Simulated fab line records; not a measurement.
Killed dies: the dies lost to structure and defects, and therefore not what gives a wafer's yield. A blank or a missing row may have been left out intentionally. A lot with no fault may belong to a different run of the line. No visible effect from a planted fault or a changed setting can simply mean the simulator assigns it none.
Problem report in the 8D (eight disciplines) form, filled by code | flow gf180mcu | the parts of the form that need people (team, actions taken, sign-off) are left out

== 1. WHAT WENT WRONG ==
Across 6 wafers from 2 lots, VT_IMPLANT_OVL at GF_VT_IMPLANT_OVL_MEAS_07 averages 51.6 nm, while fault-free wafers read 0.0 nm with a standard deviation of 1.7. Relative to the usual mean, that is a shift of +30 standard deviations.
First observed at day 8 13:23: wafer L351.1, on overlay-01. Wafers with a number at this step in the record: 36, from 12 lots. The rule behind "out" and "out of limits": a value lying over 4 standard deviations away from the usual mean. The rest of the wafers with a number are treated as sound.

== 2. WHAT IT IS AND WHAT IT IS NOT ==
question                    | is                     | is not
which readings at this step | VT_IMPLANT_OVL         | -
which lots                  | L351, L352             | L340, L341, L342, L343, L344, L345, L346, L347, L348, L361
which wafers of those lots  | all that have a number | -
read on which gauges        | overlay-01, overlay-02 | -
when                        | from day 8 13:23       | up to then (27 sound wafers); but 3 sound wafers of L361 came after

== 3. SUSPECTS, AND WHAT RULES EACH OUT ==
Counting: a tool stays on the suspect list if, at a process step up to the reading, it processed all lots that are out and no sound lot following the first of them.
- the gauge at GF_VT_IMPLANT_OVL_MEAS_07 has been ruled out. The wafers that are out were read on 2 gauges (overlay-01, overlay-02).
- iline-stepper-01 at GF_VT_IMPLANT_EXPOSE_04 (exposes mask LVPWELL LV AREA, target cd 600 nm): kept. All lots that are out passed through it, beginning with L351 at day 8 05:28, and no sound lot followed; its final sound lot before that point was L347 at day 7 02:11.
Remaining after the count: iline-stepper-01 at GF_VT_IMPLANT_EXPOSE_04.

== 4. THE CAUSE (what the simulator had put in) ==
Scanner matching overlay: iline-stepper-01, from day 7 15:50 on, at GF_VT_IMPLANT_EXPOSE_04. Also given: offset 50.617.
This tool alone remained once counting was done.

== 5. SEQUENCE OF EFFECTS, ordered by route ==
Rows list readings where the struck wafers' mean (over those with a number) sits beyond 3 standard deviations from the usual. Readings are gone through only where the record gives a usual standard deviation; hours: the median, over the lots, of the time from a lot's start at the first step in this table giving one to that lot's start at this step; sigmas: the change measured in usual standard deviations.
hours | step                      | reading        | usual  | on struck wafers | change | sigmas
0     | GF_VT_IMPLANT_OVL_MEAS_07 | VT_IMPLANT_OVL | 0.0 nm | 51.6             | +51.6  | +30

== 6. WHAT WOULD HAVE CAUGHT IT SOONER ==
22 hours passed between the start of the fault at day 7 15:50 and the first reading out of limits at a measuring or inspecting step in this record, taken at day 8 13:23.
The start of GF_VT_IMPLANT_EXPOSE_04 on iline-stepper-01 came by day 8 13:23 for every one of the lots that are out (2). Had the tool been put on hold then, not one of them would have been saved.
